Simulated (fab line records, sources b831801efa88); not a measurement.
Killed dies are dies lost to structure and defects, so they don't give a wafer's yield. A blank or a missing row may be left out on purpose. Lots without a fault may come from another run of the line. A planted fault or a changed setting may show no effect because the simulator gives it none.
Chamber matching | flow sky130 | SKY_METAL3_ETCH_17 on rie_diel-04: 4 sister chambers
The step etches SiO2 in C4F8/O2/Ar, stops on TiN, time 3.9 s, target depth 15 nm. 14 wafers are shown with their chamber, then 7 later ones without.

WAFERS WITH THEIR CHAMBER
wafer  | chamber | oes_product_au (a.u.)
L074.1 | 3       | 0.745
L074.2 | 0       | 0.750
L074.3 | 2       | 0.746
L083.1 | 2       | 0.755
L083.2 | 3       | 0.750
L083.4 | 0       | 0.738
L084.1 | 0       | 0.741
L084.2 | 1       | 0.745
L084.3 | 2       | 0.749
L084.4 | 0       | 0.743
L084.5 | 2       | 0.765
L084.6 | 1       | 0.761
L093.3 | 2       | 0.736
L093.4 | 0       | 0.763

SIGNATURES (means of the wafers above)
reading        | chamber 0 | chamber 1 | chamber 2 | chamber 3 | scatter within a chamber
oes_product_au | 0.74700   | 0.75300   | 0.75020   | 0.74750   | 0.01
Rule: a wafer's distance from a chamber is the root of the sum, over the readings, of the square of ((its reading less the chamber's mean) divided by the reading's scatter). The wafer belongs to the nearest chamber; if the next one is less than 2 further off, it can't be placed. The scatter: the root of (the sum of the squares of (reading less its chamber's mean) over the shown wafers, divided by (wafers less chambers)).

WAFERS WITHOUT THEIR CHAMBER
wafer  | oes_product_au (a.u.)
L093.5 | 0.746
L095.2 | 0.740
L095.3 | 0.760
L095.4 | 0.756
L096.2 | 0.749
L096.3 | 0.743
L096.4 | 0.752

WHICH CHAMBER EACH WENT THROUGH
wafer  | from the rows above               | in truth
L093.5 | can't be placed: 0 or 3 or 2 or 1 | 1
L095.2 | can't be placed: 0 or 3 or 2 or 1 | 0
L095.3 | can't be placed: 1 or 2 or 3 or 0 | 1
L095.4 | can't be placed: 1 or 2 or 3 or 0 | 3
L096.2 | can't be placed: 2 or 3 or 0 or 1 | 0
L096.3 | can't be placed: 0 or 3 or 2 or 1 | 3
L096.4 | can't be placed: 1 or 2 or 3 or 0 | 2
Placed correctly: 0 of 7. Can't be placed from these rows: 7 (the true chamber is among the candidates in 7). Placed wrongly: 0.
